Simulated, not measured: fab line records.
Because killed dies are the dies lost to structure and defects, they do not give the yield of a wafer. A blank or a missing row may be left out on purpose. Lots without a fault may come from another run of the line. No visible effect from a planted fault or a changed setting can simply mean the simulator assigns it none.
A single fault, viewed from 2 desks    flow sky130    each desk has only its own numbers; what lay behind them comes last

## AT THE METROLOGY DESK
Lot by lot, what the gauges showed, no matter which tool ran the lot: averages of those sampled wafers that carry a number. If a lot's mean is further than 4 standard deviations from the usual mean, the lot is out of limits and carries the mark OUT (the distance appears in the brackets).
Columns: A = VIA4_W_RS at SKY_VIA4_RS_MEAS_19, usual 0.228 ohm/sq; B = VIA4_W_THK at SKY_VIA4_THK_MEAS_20, usual 511 nm
lot   first seen here  A      B
L388  day 43 05:38     0.224  519
L389  day 43 19:04     0.225  513
L390  day 43 22:33     0.231  508
L393  day 44 16:48     0.224  512
L397  day 45 20:05     0.240  487
L398  day 46 11:10     0.242  476
L399  day 46 13:20     0.235  492
L401  day 46 23:12     0.230  506
L403  day 47 04:01     0.230  511
L409  day 48 10:06     0.226  516
This desk's verdict: no lot among the 10 shows anything out of limits.

## THE TOOL OWNER'S DESK: cvd-w-01
The tool's own readings at SKY_VIA4_CVD_18 (deposits W, target thk 505 nm, time 152.14 s): means of the sampled wafers that have a number, for each lot that ran on this tool. If a lot's mean is further than 4 standard deviations from the usual mean, the lot is out of limits and carries the mark OUT (the distance appears in the brackets).
Columns: A = heater-power-w at SKY_VIA4_CVD_18, usual 805 W; B = susceptor-temp-C at SKY_VIA4_CVD_18, usual 399.98 C
lot   first seen here  A    B
L388  day 43 05:29     827  399.56
L389  day 43 18:55     807  400.13
L393  day 44 16:39     826  399.87
L397  day 45 19:57     788  396.42 (-15) OUT
L398  day 46 11:00     783  396.21 (-16) OUT
L399  day 46 13:12     820  398.06 (-8.0) OUT
This desk's finding: out of limits on L397, L398, L399; first on L397, day 45 19:57 (susceptor-temp-C at SKY_VIA4_CVD_18). Within limits: L388, L389, L393.

## ALL TOGETHER
The tool owner's desk could have raised an alarm at day 45 19:57, on L397, L398, L399.
At the metrology desk, nothing out of limits was observed.
The metrology desk holds a record of L397, L398, L399, inside its limits.
Every lot named ran SKY_VIA4_CVD_18 on cvd-w-01.

## WHAT WAS PUT IN BY THE SIMULATOR
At SKY_VIA4_CVD_18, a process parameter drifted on cvd-w-01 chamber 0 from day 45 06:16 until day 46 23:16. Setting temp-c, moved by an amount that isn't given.
Lots struck among those shown: L397, L398, L399.
Time in hours from fault onset to the first out-of-limits reading at each desk: the tool owner's desk, 14.
